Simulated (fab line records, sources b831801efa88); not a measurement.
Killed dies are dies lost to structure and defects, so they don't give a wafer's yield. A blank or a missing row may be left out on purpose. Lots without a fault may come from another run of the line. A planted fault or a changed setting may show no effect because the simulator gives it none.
Problem report in the 8D (eight disciplines) form, filled by code | flow gf180mcu | the parts of the form that need people (team, actions taken, sign-off) are left out

1. THE PROBLEM
chamber_pressure_pa at GF_MIM_SPUTTER_08 reads a mean of 0.4504 Pa on 6 wafers of 2 lots; wafers without a fault read 0.4000 Pa with a standard deviation of 0.00079. That is +64 standard deviations from the usual mean.
The step: material AlCu, target thk 200 nm, time 10.6 s.
First seen on wafer L490.1, day 28 21:59, on pvd_sputter-04. The record holds 39 wafers of 13 lots with a number at this step. Rule for "out", or "out of limits": more than 4 standard deviations from the usual mean. The other wafers with a number count as sound.

2. WHAT IT IS AND WHAT IT IS NOT
question                    | is                     | is not
which readings at this step | chamber_pressure_pa    | -
which lots                  | L490, L494             | L477, L478, L479, L481, L482, L484, L485, L486, L492, L499, L500
which wafers of those lots  | all that have a number | -
read on which tools         | pvd_sputter-04         | pvd_sputter-01, pvd_sputter-02
when                        | from day 28 21:59      | up to then (24 sound wafers); but 9 sound wafers of L492, L499, L500 came after

3. SUSPECTS, AND WHAT RULES EACH OUT
Counting: a tool at a process step up to the reading stays a suspect if it ran every lot that is out and no sound lot after the first of them.
- pvd_sputter-04 at GF_MIM_SPUTTER_08 (material AlCu, target thk 200 nm, time 10.6 s): kept. It ran every lot that is out, first L490 (day 28 21:59), and no sound lot after that; its last sound lot up to then is L485 (day 27 13:22). Its own readings are out on those wafers: chamber_pressure_pa.
Left after counting: pvd_sputter-04 at GF_MIM_SPUTTER_08.

4. THE CAUSE (what the simulator had put in)
Process parameter drift: pvd_sputter-04, from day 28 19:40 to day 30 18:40, at GF_MIM_SPUTTER_08. Setting chamber_pressure_pa, moved by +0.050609, from 0.4. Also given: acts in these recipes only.
Counting left only this tool.

5. THE CHAIN OF EFFECTS, in route order
Each row: a reading whose mean over the struck wafers that have a number lies more than 3 standard deviations from the usual. Only readings for which the record gives a usual standard deviation are gone through. hours: the time from each lot's start at the first step in this table that gives one to its start at this step, as a median over the lots. sigmas: the change in usual standard deviations.
hours | step              | reading             | usual     | on struck wafers | change  | sigmas
0     | GF_MIM_SPUTTER_08 | chamber_pressure_pa | 0.4000 Pa | 0.4504           | +0.0504 | +64
The process steps in it:
- GF_MIM_SPUTTER_08: material AlCu, target thk 200 nm, time 10.6 s.

6. WHAT WOULD HAVE CAUGHT IT SOONER
In this record the first reading out of limits was taken at day 28 21:59, 2 hours after the fault began at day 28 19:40.
